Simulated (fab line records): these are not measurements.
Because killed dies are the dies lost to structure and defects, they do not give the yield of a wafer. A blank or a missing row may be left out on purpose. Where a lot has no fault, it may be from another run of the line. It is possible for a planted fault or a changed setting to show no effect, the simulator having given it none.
Which tool is to blame?	flow sky130	33 wafers from 11 lots sampled at 4 of the route's 708 steps

WHAT THE GAUGES SHOWED, per wafer
SKY_CONTACT_BOW_MEAS_05.
lot	measured	on	CONTACT_BOW (um)
L332	day 30 16:48	film_metro-04	78 74 84
L333	day 31 03:45	film_metro-03	65 85 77
L336	day 32 05:36	film_metro-04	88 86 75
L339	day 33 06:07	film_metro-04	90 82 83
L343	day 34 12:52	film_metro-01	86 72 87
L345	day 35 15:54	film_metro-04	88 81 82
L347	day 35 21:38	film_metro-01	84 81 85
L346	day 35 23:34	film_metro-03	86 80 94
L348	day 36 17:53	film_metro-01	90 81 80
L352	day 37 06:56	film_metro-01	90 71 72
L354	day 37 18:17	film_metro-04	84 85 90

WHAT TOOL EACH LOT RAN ON (gives the tool, then ch and the chambers of the sampled wafers, and finally the start)
lot	SKY_LOCAL_INTERCONNECT_METAL_ETCH_14	SKY_LOCAL_INTERCONNECT_STRIP_15	SKY_CONTACT_CVD_00
L332	rie_metal-04 ch 1, day 30 15:37	plasma_asher-03 ch 0,1, day 30 15:40	pecvd-02 ch 1,2, day 30 16:16
L333	rie_metal-01 ch 0,1, day 31 02:18	plasma_asher-01 ch 0,1, day 31 02:21	pecvd-03 ch 0,1, day 31 02:56
L336	rie_metal-02 ch 0,1, day 32 03:47	plasma_asher-03 ch 0,1, day 32 03:50	pecvd-03 ch 0,1, day 32 04:46
L339	rie_metal-04 ch 1, day 33 04:55	plasma_asher-01 ch 0,1, day 33 04:58	pecvd-02 ch 1,2, day 33 05:34
L343	rie_metal-04 ch 0,1, day 34 11:40	plasma_asher-02 ch 0,1, day 34 11:44	pecvd-01 ch 1,2, day 34 12:18
L345	rie_metal-04 ch 0,1, day 35 14:43	plasma_asher-01 ch 0,1, day 35 14:46	pecvd-03 ch 1,2, day 35 15:22
L347	rie_metal-01 ch 0,1, day 35 20:19	plasma_asher-03 ch 0,1, day 35 20:22	pecvd-02 ch 0,2, day 35 20:57
L346	rie_metal-02 ch 0,1, day 35 22:20	plasma_asher-02 ch 0,1, day 35 22:25	pecvd-02 ch 0,2, day 35 22:59
L348	rie_metal-01 ch 1, day 36 16:38	plasma_asher-02 ch 0,1, day 36 16:43	pecvd-01 ch 0,1,2, day 36 17:20
L352	rie_metal-04 ch 0,1, day 37 05:46	plasma_asher-02 ch 0,1, day 37 05:49	pecvd-03 ch 0,1, day 37 06:25
L354	rie_metal-02 ch 0,1, day 37 17:02	plasma_asher-03 ch 0,1, day 37 17:06	pecvd-02 ch 0,1, day 37 17:45
- SKY_LOCAL_INTERCONNECT_METAL_ETCH_14: etches TiN in Cl2/BCl3, stops on PSG, target depth 110 nm, time 31.4 s.
- SKY_LOCAL_INTERCONNECT_STRIP_15: strips in O2/N2.
- SKY_CONTACT_CVD_00: deposits Si3N4, target thk 75 nm.

AS READ BY THE TOOLS THEMSELVES (means over the sampled wafers that have a number; for cases with no such wafer, the mark the record gives instead)
SKY_LOCAL_INTERCONNECT_METAL_ETCH_14.
lot	tool	bcl3_flow_sccm (sccm)	drypump_motor_current_A (A)	mfc_cl2_sccm (sccm)	oes_product_au (a.u.)	rf_fwd_power_W (W)	throttle_valve_pct (%)
L332	rie_metal-04	30.09	5.8	59.98	0.930	888	21.911
L333	rie_metal-01	30.03	6.0	60.09	0.941	886	21.889
L336	rie_metal-02	30.00	6.3	60.15	0.943	886	21.894
L339	rie_metal-04	30.03	5.8	59.93	0.943	887	21.889
L343	rie_metal-04	30.06	5.6	59.98	0.939	889	21.905
L345	rie_metal-04	30.01	5.7	60.02	0.944	889	21.900
L347	rie_metal-01	30.01	6.1	59.80	0.938	887	21.902
L346	rie_metal-02	30.01	6.1	59.98	0.931	890	21.916
L348	rie_metal-01	30.03	6.0	60.00	0.946	890	21.900
L352	rie_metal-04	30.01	5.6	59.91	0.943	891	21.906
L354	rie_metal-02	30.07	6.3	60.18	0.935	886	21.893

SKY_LOCAL_INTERCONNECT_STRIP_15.
lot	tool	drypump_motor_current_A (A)	oes_product_au (a.u.)	strip_time_to_endpoint_s (s)
L332	plasma_asher-03	6.0	0.431	4.729
L333	plasma_asher-01	5.5	0.428	4.756
L336	plasma_asher-03	6.2	0.429	4.732
L339	plasma_asher-01	5.3	0.427	4.720
L343	plasma_asher-02	5.5	0.425	4.729
L345	plasma_asher-01	5.5	0.431	4.716
L347	plasma_asher-03	6.0	0.429	4.731
L346	plasma_asher-02	5.6	0.426	4.705
L348	plasma_asher-02	5.6	0.426	4.735
L352	plasma_asher-02	5.8	0.430	4.708
L354	plasma_asher-03	6.3	0.422	4.722

SKY_CONTACT_CVD_00.
lot	tool	heater_power_outer_w (W)	heater_power_w (W)	rf_fwd_power_W (W)
L332	pecvd-02	494	828	445.0
L333	pecvd-03	447	751	444.8
L336	pecvd-03	463	791	446.4
L339	pecvd-02	418	723	447.2
L343	pecvd-01	411	697	445.1
L345	pecvd-03	-	-	-
L347	pecvd-02	-	-	-
L346	pecvd-02	-	-	-
L348	pecvd-01	394	669	445.1
L352	pecvd-03	444	746	444.8
L354	pecvd-02	488	814	445.3

THE ANSWER, worked out from the rows above alone
Rule: usual is defined by the lots themselves. The widest of any qualifying gaps counts: lots, ordered by their means at a reading, are off when they make up no more than a third of the lots, leave a main group of 4 or more, and stand apart from it by 3 or more times the standard deviation of that group's means. The tables above print the reading to a certain number of digits; a main group whose means all agree to those digits is not used. A lot without any number at a reading at which 4 lots or more have one is off too. The other lots that the step has rows for count as sound. The gauges are gone through in route order, then the tools' own readings, and for those a lot's mean is taken as printed above. The first step at which some lot is off is used, and at that step the reading that is off furthest; a lot without a number counts as furthest.
Off at SKY_CONTACT_CVD_00 (heater_power_outer_w): L345, L347, L346. Without a number there: L345, L347, L346. For the main group the mean is 445 W and the standard deviation 34.
A tool fits if, at that step or a process step before it, it ran every lot that is off, and no sound lot after the first of them. None of those tried fits.

WHAT THE SIMULATOR PUT IN
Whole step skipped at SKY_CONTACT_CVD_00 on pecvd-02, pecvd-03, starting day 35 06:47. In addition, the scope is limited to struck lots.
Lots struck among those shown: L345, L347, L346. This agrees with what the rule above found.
